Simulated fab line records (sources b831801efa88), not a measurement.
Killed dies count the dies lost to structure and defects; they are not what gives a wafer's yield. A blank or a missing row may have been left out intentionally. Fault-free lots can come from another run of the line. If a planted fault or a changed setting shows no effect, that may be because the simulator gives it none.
Which tool is to blame? | flow sky130 | 11 lots, 33 wafers sampled, at 4 steps of a route of 708

## WHAT THE GAUGES SHOWED, per wafer
SKY_CONTACT_THK_MEAS_01.
lot  | measured     | on            | CONTACT_CVD_00_THK (nm)
L684 | day 31 06:19 | film-metro-01 | 73.9 73.6 75.6
L685 | day 31 13:08 | film-metro-04 | 74.5 75.7 75.9
L686 | day 31 22:40 | film-metro-02 | 73.9 75.3 75.5
L687 | day 32 08:13 | film-metro-02 | 72.9 74.4 74.9
L692 | day 34 00:47 | film-metro-04 | 75.8 96.3 96.3
L693 | day 34 03:11 | film-metro-04 | 94.8 74.2 96.1
L701 | day 36 17:40 | film-metro-01 | 74.2 74.0 75.0
L704 | day 37 10:33 | film-metro-02 | 75.3 76.0 76.2
L705 | day 37 17:37 | film-metro-02 | 73.6 76.2 73.6
L706 | day 38 05:21 | film-metro-02 | 75.7 74.0 75.3
L707 | day 38 14:35 | film-metro-01 | 75.3 75.0 76.4

## EACH LOT AND THE TOOL THAT RAN IT (in order: tool; ch and the chambers of the sampled wafers; start)
lot  | SKY_LI_CONTACT_ETCH_14             | SKY_LI_CONTACT_CVD_21         | SKY_CONTACT_CVD_00
L684 | rie-diel-04 ch 0,1,2, day 29 23:43 | cvd-w-02 ch 1, day 30 00:20   | pecvd-02 ch 0,1,2, day 31 06:16
L685 | rie-diel-02 ch 0,1, day 30 06:04   | cvd-w-02 ch 0,1, day 30 06:40 | pecvd-03 ch 0,2, day 31 13:05
L686 | rie-diel-04 ch 0,1, day 30 16:59   | cvd-w-02 ch 0,1, day 30 17:35 | pecvd-03 ch 0,1, day 31 22:37
L687 | rie-diel-03 ch 1,3, day 31 02:31   | cvd-w-02 ch 0,1, day 31 03:05 | pecvd-03 ch 0,1, day 32 08:11
L692 | rie-diel-04 ch 0,2, day 32 19:13   | cvd-w-02 ch 0,1, day 32 19:50 | pecvd-03 ch 0,2, day 34 00:44
L693 | rie-diel-04 ch 0,2, day 32 20:38   | cvd-w-02 ch 0,1, day 32 21:13 | pecvd-03 ch 0,2, day 34 03:08
L701 | rie-diel-04 ch 0,2,3, day 35 12:35 | cvd-w-02 ch 0,1, day 35 13:09 | pecvd-01 ch 1,2, day 36 17:37
L704 | rie-diel-03 ch 0,2,3, day 36 05:58 | cvd-w-02 ch 0,1, day 36 06:32 | pecvd-02 ch 1,2, day 37 10:31
L705 | rie-diel-03 ch 0,1,2, day 36 12:46 | cvd-w-02 ch 0,1, day 36 13:20 | pecvd-02 ch 0,1,2, day 37 17:35
L706 | rie-diel-03 ch 1,2,3, day 37 00:25 | cvd-w-02 ch 0,1, day 37 00:58 | pecvd-01 ch 0,1, day 38 05:19
L707 | rie-diel-03 ch 2,3, day 37 08:56   | cvd-w-02 ch 0,1, day 37 09:30 | pecvd-02 ch 1,2, day 38 14:32
- SKY_LI_CONTACT_ETCH_14: etches BARC in N2/H2, stops on SiO2, time 45.9 s, target depth 60 nm.
- SKY_LI_CONTACT_CVD_21: deposits W, target thk 400 nm, time 120.56 s.
- SKY_CONTACT_CVD_00: deposits Si3N4, target thk 75 nm.

## THE ANSWER, worked out from the rows above alone
Rule: what is usual is taken from the lots themselves. The widest of any qualifying gaps counts: lots, ordered by their means at a reading, are off when they make up no more than a third of the lots, leave a main group of 4 or more, and stand apart from it by 3 or more times the standard deviation of that group's means. A main group is skipped when, at the precision printed for the reading in the tables above, its means are all equal. A lot without any number at a reading at which 4 lots or more have one is off too. All remaining lots with rows at the step are treated as sound.
Off: L692, L693, at SKY_CONTACT_THK_MEAS_01 (CONTACT_CVD_00_THK). For the main group the mean is 74.9 nm and the standard deviation 0.57.
A tool fits if, at a process step before that reading, it ran every lot that is off, and no sound lot after the first of them. The gauges at SKY_CONTACT_THK_MEAS_01 are tried like those tools. This does not decide it: 2 tools fit, namely pecvd-03 at SKY_CONTACT_CVD_00 and film-metro-04 at SKY_CONTACT_THK_MEAS_01.

## WHAT WAS PUT IN BY THE SIMULATOR
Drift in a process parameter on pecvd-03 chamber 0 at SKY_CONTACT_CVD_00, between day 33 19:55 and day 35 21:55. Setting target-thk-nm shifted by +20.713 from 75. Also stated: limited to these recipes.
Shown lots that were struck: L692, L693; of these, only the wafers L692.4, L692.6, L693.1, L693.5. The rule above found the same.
